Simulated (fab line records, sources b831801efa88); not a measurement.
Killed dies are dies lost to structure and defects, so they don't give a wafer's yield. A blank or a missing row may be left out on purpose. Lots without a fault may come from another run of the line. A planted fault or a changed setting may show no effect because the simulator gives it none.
fab line records | flow gf180mcu
record lots=24 wafers=72 last_day=34
route steps=602 shown CONTACT@310 M1@316 M2@377 V2@387
lots that met no fault: from a run of the same line without faults
start_h: hours from the record's first day to the start of the lot's first wafer shown | wait_h: hours since the lot's step before | " the same as in the row above | L1.1+2: a row that stands for several wafers | - no value, or no start given | * or withheld: withheld | < > ~ a bound
route shown NAME@n: a module of which the file shows steps, and the number in the route of the first | usual: mean/standard deviation of fault-free wafers | same: alike in all rows | chamber/n: place in a boat | sites: the reading at each site | _std_site: their standard deviation | _edge_site: outer sites' mean less inner sites' | radius_mm: how far each site lies from the wafer's centre | mask NAME#n: copy n | behind: the tool/chamber that last shaped the wafer | hold: why the lot was held/for how many hours/how that ended | device: the transistor (n, p or np) that didn't switch | end of line: the same wafers' tests at the end of the route | a step without rows: its recipe alone | killed: dies lost to structure and defects at the first sort, not the wafer's yield | map: a wafer's dies, x killed, . not, _ none there
set.NAME: the setting as run; set.NAME@STEP: as run at that earlier step | model.NAME: the simulator's own value behind a step, which no gauge read
steps of the route over a sample of lots; a table a step, a row a wafer
services: from which hour (start_h, from the record's first day; less than 0 if before it) a tool's chamber was out of use, for how many hours, and why
## steps
# step GF_CONTACT_SPUTTER_23
# recipe material=TiN target_thk_nm=10 chamber_pressure_pa=5 power_w=4000 time_s=40
# usual cathode_dc_power_W=4000.0/0.69 chamber_pressure_pa=5.001/0.011 throttle_valve_pct=30.7/1.2
# columns lot.wafer tool chamber start_h wait_h cathode_dc_power_W chamber_pressure_pa throttle_valve_pct
L074.2 pvd_sputter-01 - 363.06 0.0 3999.7 4.992 31.2
L074.3 " - " " 4000.6 4.987 30.7
L074.5 " - " " 3999.5 4.987 31.3
L075.2 pvd_sputter-02 - 367.61 0.0 4000.1 5.009 31.6
L075.3 " - " " 4000.8 4.998 31.6
L075.6 " - " " 3998.5 5.013 31.5
L076.1 pvd_sputter-02 - 381.48 0.0 3999.4 5.003 29.4
L076.4 " - " " 4000.0 5.020 31.9
L076.6 " - " " 3999.1 4.997 29.2
L077.1 pvd_sputter-01 - 387.32 0.0 3999.2 4.998 28.7
L077.2 " - " " 3999.8 5.019 30.5
L077.6 " - " " 3999.5 4.993 31.2
L078.2 pvd_sputter-03 - 393.45 0.0 3999.5 5.000 31.1
L078.3 " - " " 4000.3 4.994 32.2
L078.6 " - " " 3999.3 5.009 29.9
L079.4 pvd_sputter-03 - 408.57 0.0 4000.6 4.993 32.2
L079.5 " - " " 4000.0 5.003 32.4
L079.6 " - " " 3999.5 5.011 29.8
L080.4 pvd_sputter-02 - 411.81 0.0 4000.2 4.999 31.6
L080.5 " - " " 4000.1 5.020 31.5
L080.6 " - " " 3999.9 5.002 28.7
L081.2 pvd_sputter-02 - 423.51 0.0 4000.2 4.999 28.8
L081.4 " - " " 3998.9 5.011 31.5
L081.6 " - " " 4000.1 4.997 31.7
L082.1 pvd_sputter-03 - 432.91 0.0 4000.3 4.993 31.2
L082.2 " - " " 3999.4 5.007 29.5
L082.6 " - " " 3999.9 4.991 30.9
L083.1 pvd_sputter-01 - 447.86 0.0 3999.7 4.987 30.7
L083.4 " - " " 4000.7 4.986 30.9
L083.5 " - " " 3999.5 4.995 28.4
L084.4 pvd_sputter-03 - 455.50 0.0 3999.7 5.003 29.8
L084.5 " - " " 4000.9 4.985 32.3
L084.6 " - " " 4001.4 4.991 31.3
L085.1 pvd_sputter-02 - 464.36 0.0 4000.5 4.995 29.3
L085.4 " - " " 4000.2 5.008 31.5
L085.5 " - " " 3999.7 5.022 31.9
L086.1 pvd_sputter-03 - 472.78 0.0 4000.0 5.001 29.5
L086.5 " - " " 3998.9 5.004 29.7
L086.6 " - " " 3999.3 4.998 32.1
L087.1 pvd_sputter-01 - 480.21 0.0 3999.4 4.990 28.4
L087.3 " - " " 3999.5 5.003 30.1
L087.5 " - " " 4000.7 5.017 31.1
L088.2 pvd_sputter-03 - 491.81 0.0 3998.8 4.992 32.1
L088.4 " - " " 4001.3 4.972 31.2
L088.5 " - " " 3999.1 4.978 31.1
L089.4 pvd_sputter-02 - 493.36 0.0 4000.8 4.997 31.3
L089.5 " - " " 4000.9 4.999 31.7
L089.6 " - " " 3999.0 4.993 29.2
L090.3 pvd_sputter-02 - 505.10 0.0 4001.0 5.004 29.1
L090.5 " - " " 3999.5 4.991 29.2
L090.6 " - " " 3999.9 4.987 31.5
L091.1 pvd_sputter-03 - 517.05 0.0 4000.4 4.997 31.3
L091.4 " - " " 3998.9 4.993 32.6
L091.5 " - " " 4001.2 4.984 32.2
L092.4 pvd_sputter-03 - 522.46 0.0 3999.3 4.984 31.2
L092.5 " - " " 3999.8 5.007 29.7
L092.6 " - " " 4000.4 5.010 32.2
L093.1 pvd_sputter-01 - 526.36 0.0 4000.7 4.999 30.3
L093.3 " - " " 3999.2 4.995 30.1
L093.4 " - " " 4000.7 4.989 28.6
L094.3 pvd_sputter-03 - 538.99 0.0 4000.2 5.006 32.3
L094.4 " - " " 3999.5 4.999 32.0
L094.5 " - " " 3999.7 4.992 29.9
L095.1 pvd_sputter-02 - 543.06 0.0 4000.9 5.001 29.0
L095.5 " - " " 4000.7 5.011 31.2
L095.6 " - " " 4000.6 4.991 28.9
L096.4 pvd_sputter-02 - 549.41 0.0 4000.8 5.008 31.4
L096.5 " - " " 3999.4 4.994 31.5
L096.6 " - " " 4000.0 5.008 29.1
L097.2 pvd_sputter-03 - 561.69 0.0 3999.0 5.005 29.9
L097.4 " - " " 4000.7 5.002 32.0
L097.5 " - " " 4000.7 5.008 32.1
# step GF_M1_SPUTTER_01
# recipe material=TiN target_thk_nm=30 power_w=6500 time_s=25 chamber_pressure_pa=0.4
# usual cathode_dc_power_W=6499.9/1.1 chamber_pressure_pa=0.3999/0.00094 throttle_valve_pct=30.2/1
# columns lot.wafer tool chamber start_h wait_h cathode_dc_power_W chamber_pressure_pa throttle_valve_pct
L074.2 pvd_sputter-04 - 363.78 0.1 6500.2 0.4005 29.4
L074.3 " - " " 6498.7 0.3993 29.5
L074.5 " - " " 6501.2 0.4016 31.0
L075.2 pvd_sputter-02 - 368.33 0.1 6499.2 0.4014 31.1
L075.3 " - " " 6500.0 0.4010 31.7
L075.6 " - " " 6499.0 0.4001 31.6
L076.1 pvd_sputter-04 - 382.20 0.1 6499.7 0.4013 29.7
L076.4 " - " " 6500.4 0.3995 29.6
L076.6 " - " " 6500.5 0.4004 29.6
L077.1 pvd_sputter-02 - 388.04 0.1 6501.2 0.3989 29.2
L077.2 " - " " 6500.7 0.4006 31.9
L077.6 " - " " 6501.7 0.4005 31.8
L078.2 pvd_sputter-04 - 394.17 0.1 6499.4 0.3995 30.0
L078.3 " - " " 6499.9 0.3999 29.7
L078.6 " - " " 6501.2 0.4010 31.1
L079.4 pvd_sputter-02 - 409.28 0.1 6500.9 0.3995 29.1
L079.5 " - " " 6499.8 0.4007 29.0
L079.6 " - " " 6499.0 0.4005 31.6
L080.4 pvd_sputter-01 - 412.53 0.1 6499.7 0.4007 31.1
L080.5 " - " " 6499.4 0.3983 30.0
L080.6 " - " " 6499.9 0.3997 30.5
L081.2 pvd_sputter-04 - 424.23 0.1 6499.8 0.3994 29.3
L081.4 " - " " 6498.3 0.4023 29.4
L081.6 " - " " 6500.6 0.3997 31.1
L082.1 pvd_sputter-02 - 433.64 0.1 6500.5 0.3997 29.3
L082.2 " - " " 6501.5 0.3983 28.9
L082.6 " - " " 6500.4 0.3988 31.5
L083.1 pvd_sputter-02 - 448.58 0.1 6500.8 0.4000 31.7
L083.4 " - " " 6499.3 0.3990 29.1
L083.5 " - " " 6500.5 0.3995 29.0
L084.4 pvd_sputter-02 - 456.23 0.0 6497.7 0.4008 29.3
L084.5 " - " " 6499.7 0.3986 31.9
L084.6 " - " " 6500.8 0.4003 31.3
L085.1 pvd_sputter-04 - 465.08 0.1 6498.8 0.3998 29.6
L085.4 " - " " 6498.6 0.3991 29.7
L085.5 " - " " 6498.0 0.3997 29.6
L086.1 pvd_sputter-01 - 473.50 0.1 6501.4 0.4017 31.2
L086.5 " - " " 6501.5 0.3999 31.3
L086.6 " - " " 6502.1 0.3996 28.4
L087.1 pvd_sputter-02 - 480.93 0.1 6500.7 0.4013 29.4
L087.3 " - " " 6498.5 0.4000 28.9
L087.5 " - " " 6499.9 0.4007 31.7
L088.2 pvd_sputter-02 - 492.53 0.1 6498.6 0.4001 29.4
L088.4 " - " " 6500.4 0.4010 29.0
L088.5 " - " " 6501.4 0.4009 29.4
L089.4 pvd_sputter-01 - 494.14 0.1 6500.2 0.4002 28.3
L089.5 " - " " 6499.7 0.3984 30.2
L089.6 " - " " 6500.9 0.3988 30.4
L090.3 pvd_sputter-04 - 505.82 0.1 6498.5 0.4001 29.6
L090.5 " - " " 6502.3 0.4008 29.5
L090.6 " - " " 6501.4 0.3995 31.1
L091.1 pvd_sputter-04 - 518.08 0.1 6499.5 0.3991 29.6
L091.4 " - " " 6498.9 0.3999 29.8
L091.5 " - " " 6499.1 0.4000 29.8
L092.4 pvd_sputter-02 - 523.18 0.1 6500.1 0.3992 31.6
L092.5 " - " " 6500.6 0.3996 31.5
L092.6 " - " " 6499.9 0.3996 29.1
L093.1 pvd_sputter-04 - 527.08 0.1 6499.7 0.3999 29.5
L093.3 " - " " 6501.6 0.3995 30.9
L093.4 " - " " 6499.5 0.4008 29.6
L094.3 pvd_sputter-02 - 539.71 0.1 6499.2 0.4009 29.1
L094.4 " - " " 6499.5 0.4017 31.8
L094.5 " - " " 6499.8 0.3993 29.3
L095.1 pvd_sputter-04 - 543.80 0.1 6499.5 0.3990 29.5
L095.5 " - " " 6500.4 0.4001 29.8
L095.6 " - " " 6501.2 0.3994 29.7
L096.4 pvd_sputter-01 - 550.13 0.1 6499.0 0.3997 30.2
L096.5 " - " " 6499.0 0.4001 30.3
L096.6 " - " " 6499.9 0.4014 30.3
L097.2 pvd_sputter-02 - 562.40 0.1 6499.4 0.3994 31.9
L097.4 " - " " 6499.1 0.3996 29.1
L097.5 " - " " 6498.8 0.4004 29.0
# step GF_M1_OVL_MEAS_15
# usual M1_OVL=1/5.4
# columns lot.wafer tool chamber start_h wait_h M1_OVL[nm]
L074.2 overlay-02 - 385.94 0.1 7
L074.3 " - " " 2
L074.5 " - " " 6
L075.2 overlay-01 - 391.10 0.1 3
L075.3 " - " " 2
L075.6 " - " " 9
L076.1 overlay-02 - 405.50 0.1 2
L076.4 " - " " 6
L076.6 " - " " 11
L077.1 overlay-01 - 411.55 0.1 -8
L077.2 " - " " -1
L077.6 " - " " 1
L078.2 overlay-01 - 417.59 0.1 11
L078.3 " - " " 4
L078.6 " - " " 4
L079.4 overlay-02 - 433.06 0.1 -2
L079.5 " - " " -11
L079.6 " - " " -5
L080.4 overlay-01 - 436.72 0.1 4
L080.5 " - " " -7
L080.6 " - " " -5
L081.2 overlay-02 - 448.45 0.1 -3
L081.4 " - " " 1
L081.6 " - " " -1
L082.1 overlay-01 - 458.76 0.1 1
L082.2 " - " " 2
L082.6 " - " " 7
L083.1 overlay-02 - 472.74 0.1 9
L083.4 " - " " 4
L083.5 " - " " 11
L084.4 overlay-02 - 480.12 0.1 4
L084.5 " - " " 5
L084.6 " - " " 1
L085.1 overlay-02 - 491.96 0.1 -3
L085.4 " - " " -7
L085.5 " - " " -2
L086.1 overlay-01 - 497.45 0.1 4
L086.5 " - " " 5
L086.6 " - " " -8
L087.1 overlay-02 - 502.84 0.1 6
L087.3 " - " " 6
L087.5 " - " " 6
L088.2 overlay-01 - 515.70 0.1 -4
L088.4 " - " " -2
L088.5 " - " " -5
L089.4 overlay-02 - 518.16 0.1 -5
L089.5 " - " " 0
L089.6 " - " " -4
L090.3 overlay-01 - 528.15 0.1 3
L090.5 " - " " -6
L090.6 " - " " -1
L091.1 overlay-02 - 541.20 0.1 -2
L091.4 " - " " 0
L091.5 " - " " -3
L092.4 overlay-01 - 546.15 0.1 3
L092.5 " - " " 7
L092.6 " - " " 4
L093.1 overlay-01 - 549.48 0.1 0
L093.3 " - " " -8
L093.4 " - " " -1
L094.3 overlay-02 - 562.00 0.1 3
L094.4 " - " " 12
L094.5 " - " " 2
L095.1 overlay-02 - 566.05 0.1 0
L095.5 " - " " -2
L095.6 " - " " 4
L096.4 overlay-01 - 572.21 0.1 5
L096.5 " - " " 4
L096.6 " - " " 3
L097.2 overlay-01 - 584.04 0.1 1
L097.4 " - " " 7
L097.5 " - " " -7
# step GF_M2_OVL_MEAS_15
# usual M2_OVL=-2/4.9
# columns lot.wafer tool chamber start_h wait_h M2_OVL[nm]
L074.2 overlay-02 - 436.37 0.1 3
L074.3 " - " " -1
L074.5 " - " " 2
L075.2 overlay-01 - 441.64 0.1 -3
L075.3 " - " " -8
L075.6 " - " " 5
L076.1 overlay-02 - 457.19 0.1 -3
L076.4 " - " " 0
L076.6 " - " " -16
L077.1 overlay-01 - 463.60 0.1 -14
L077.2 " - " " -9
L077.6 " - " " -8
L078.2 overlay-01 - 469.83 0.1 2
L078.3 " - " " -7
L078.6 " - " " 1
L079.4 overlay-01 - 484.55 0.1 3
L079.5 " - " " -6
L079.6 " - " " 2
L080.4 overlay-01 - 491.74 0.1 -6
L080.5 " - " " 1
L080.6 " - " " -5
L081.2 overlay-01 - 498.29 0.1 -3
L081.4 " - " " 2
L081.6 " - " " 2
L082.1 overlay-01 - 509.55 0.1 -5
L082.2 " - " " 2
L082.6 " - " " -1
L083.1 overlay-01 - 523.78 0.1 0
L083.4 " - " " 4
L083.5 " - " " -3
L084.4 overlay-01 - 527.76 0.1 -1
L084.5 " - " " 0
L084.6 " - " " 2
L085.1 overlay-02 - 541.60 0.1 -5
L085.4 " - " " -2
L085.5 " - " " 0
L086.1 overlay-01 - 547.68 0.1 -2
L086.5 " - " " 2
L086.6 " - " " -5
L087.1 overlay-02 - 551.18 0.1 -2
L087.3 " - " " -3
L087.5 " - " " -3
L088.2 overlay-01 - 563.89 0.1 -10
L088.4 " - " " -12
L088.5 " - " " -1
L089.4 overlay-02 - 567.20 0.1 -7
L089.5 " - " " -5
L089.6 " - " " -5
L090.3 overlay-01 - 575.31 0.1 0
L090.5 " - " " -5
L090.6 " - " " 0
L091.1 overlay-01 - 588.06 0.1 -4
L091.4 " - " " -9
L091.5 " - " " -7
L092.4 overlay-02 - 592.74 0.1 1
L092.5 " - " " 5
L092.6 " - " " -3
L093.1 overlay-02 - 596.38 0.1 -9
L093.3 " - " " -6
L093.4 " - " " -7
L094.3 overlay-01 - 607.80 0.1 5
L094.4 " - " " -2
L094.5 " - " " 3
L095.1 overlay-01 - 612.79 0.1 -6
L095.5 " - " " -2
L095.6 " - " " -4
L096.4 overlay-02 - 618.05 0.1 -10
L096.5 " - " " -8
L096.6 " - " " -14
L097.2 overlay-01 - 627.29 0.1 3
L097.4 " - " " -2
L097.5 " - " " -10
# step GF_V2_BOW_MEAS_05
# recipe mode=bow
# usual V2_BOW=99/9
# columns lot.wafer tool chamber start_h wait_h V2_BOW[um]
L074.2 film_metro-02 - 437.67 0.1 96
L074.3 " - " " 92
L074.5 " - " " 101
L075.2 film_metro-04 - 443.05 0.2 114
L075.3 " - " " 100
L075.6 " - " " 103
L076.1 film_metro-03 - 458.85 0.2 92
L076.4 " - " " 105
L076.6 " - " " 109
L077.1 film_metro-02 - 464.95 0.1 100
L077.2 " - " " 90
L077.6 " - " " 109
L078.2 film_metro-04 - 471.14 0.2 102
L078.3 " - " " 97
L078.6 " - " " 97
L079.4 film_metro-04 - 485.86 0.3 92
L079.5 " - " " 97
L079.6 " - " " 85
L080.4 film_metro-02 - 493.17 0.3 106
L080.5 " - " " 86
L080.6 " - " " 92
L081.2 film_metro-02 - 499.57 0.2 109
L081.4 " - " " 102
L081.6 " - " " 104
L082.1 film_metro-03 - 510.81 0.2 69
L082.2 " - " " 87
L082.6 " - " " 84
L083.1 film_metro-04 - 525.04 0.2 95
L083.4 " - " " 109
L083.5 " - " " 99
L084.4 film_metro-02 - 529.41 0.3 98
L084.5 " - " " 104
L084.6 " - " " 112
L085.1 film_metro-04 - 542.99 0.1 93
L085.4 " - " " 90
L085.5 " - " " 91
L086.1 film_metro-03 - 549.08 0.1 104
L086.5 " - " " 110
L086.6 " - " " 105
L087.1 film_metro-02 - 552.45 0.1 106
L087.3 " - " " 111
L087.5 " - " " 96
L088.2 film_metro-04 - 565.20 0.2 113
L088.4 " - " " 97
L088.5 " - " " 104
L089.4 film_metro-02 - 568.54 0.2 105
L089.5 " - " " 90
L089.6 " - " " 103
L090.3 film_metro-03 - 576.60 0.1 86
L090.5 " - " " 105
L090.6 " - " " 93
L091.1 film_metro-03 - 590.12 0.1 104
L091.4 " - " " 90
L091.5 " - " " 94
L092.4 film_metro-04 - 594.20 0.3 82
L092.5 " - " " 92
L092.6 " - " " 92
L093.1 film_metro-04 - 598.12 0.1 107
L093.3 " - " " 101
L093.4 " - " " 110
L094.3 film_metro-04 - 609.08 0.2 93
L094.4 " - " " 92
L094.5 " - " " 107
L095.1 film_metro-02 - 614.05 0.2 90
L095.5 " - " " 96
L095.6 " - " " 105
L096.4 film_metro-02 - 619.47 0.2 102
L096.5 " - " " 95
L096.6 " - " " 99
L097.2 film_metro-04 - 628.91 0.2 104
L097.4 " - " " 111
L097.5 " - " " 99
# step GF_V2_THK_MEAS_25
# recipe thk_meas_gauge=xrf reads=W_of_V2_CVD_23
# usual V2_W_THK=347/4.1
# columns lot.wafer tool chamber start_h wait_h V2_W_THK[nm]
L074.2 film_metro-04 - 463.09 0.1 353
L074.3 " - " " 351
L074.5 " - " " 349
L075.2 film_metro-04 - 470.10 0.1 343
L075.3 " - " " 344
L075.6 " - " " 346
L076.1 film_metro-02 - 484.29 0.1 343
L076.4 " - " " 346
L076.6 " - " " 352
L077.1 film_metro-04 - 492.90 0.1 349
L077.2 " - " " 343
L077.6 " - " " 341
L078.2 film_metro-03 - 496.59 0.1 342
L078.3 " - " " 347
L078.6 " - " " 344
L079.4 film_metro-04 - 510.81 0.1 344
L079.5 " - " " 344
L079.6 " - " " 345
L080.4 film_metro-04 - 517.01 0.1 348
L080.5 " - " " 349
L080.6 " - " " 352
L081.2 film_metro-02 - 524.92 0.1 348
L081.4 " - " " 352
L081.6 " - " " 350
L082.1 film_metro-02 - 534.97 0.1 348
L082.2 " - " " 342
L082.6 " - " " 347
L083.1 film_metro-02 - 549.12 0.1 346
L083.4 " - " " 346
L083.5 " - " " 346
L084.4 film_metro-02 - 553.45 0.1 352
L084.5 " - " " 345
L084.6 " - " " 346
L085.1 film_metro-04 - 566.45 0.1 346
L085.4 " - " " 342
L085.5 " - " " 346
L086.1 film_metro-02 - 572.04 0.1 341
L086.5 " - " " 347
L086.6 " - " " 340
L087.1 film_metro-02 - 575.41 0.1 346
L087.3 " - " " 345
L087.5 " - " " 343
L088.2 film_metro-04 - 587.98 0.1 344
L088.4 " - " " 346
L088.5 " - " " 349
L089.4 film_metro-02 - 591.30 0.1 346
L089.5 " - " " 342
L089.6 " - " " 345
L090.3 film_metro-04 - 598.76 0.1 354
L090.5 " - " " 356
L090.6 " - " " 351
L091.1 film_metro-03 - 611.95 0.1 345
L091.4 " - " " 346
L091.5 " - " " 345
L092.4 film_metro-02 - 616.04 0.1 353
L092.5 " - " " 347
L092.6 " - " " 352
L093.1 film_metro-02 - 619.87 0.1 351
L093.3 " - " " 351
L093.4 " - " " 348
L094.3 film_metro-04 - 630.05 0.1 354
L094.4 " - " " 345
L094.5 " - " " 357
L095.1 film_metro-04 - 634.79 0.1 343
L095.5 " - " " 342
L095.6 " - " " 353
L096.4 film_metro-02 - 640.51 0.1 347
L096.5 " - " " 343
L096.6 " - " " 356
L097.2 film_metro-02 - 649.67 0.1 348
L097.4 " - " " 346
L097.5 " - " " 347
## services
# columns tool chamber start_h hours kind
pvd_sputter-04 3 363.90 - consumable_replace:kit
pvd_sputter-04 3 363.90 18.0 scheduled_down
pvd_sputter-04 3 363.90 18.0 vent_cycle
pvd_sputter-01 - 426.73 2.6 repair
pvd_sputter-02 0 448.70 - consumable_replace:kit
pvd_sputter-02 0 448.70 18.0 scheduled_down
pvd_sputter-02 0 448.70 18.0 vent_cycle
pvd_sputter-01 - 462.37 2.0 repair
pvd_sputter-01 - 485.51 6.0 repair
pvd_sputter-03 - 509.20 5.1 repair
pvd_sputter-01 - 539.14 2.1 repair
pvd_sputter-04 2 554.00 - consumable_replace:kit
pvd_sputter-04 2 554.00 18.0 scheduled_down
pvd_sputter-04 2 554.00 18.0 vent_cycle
pvd_sputter-02 - 554.69 2.7 repair
## key
fault none
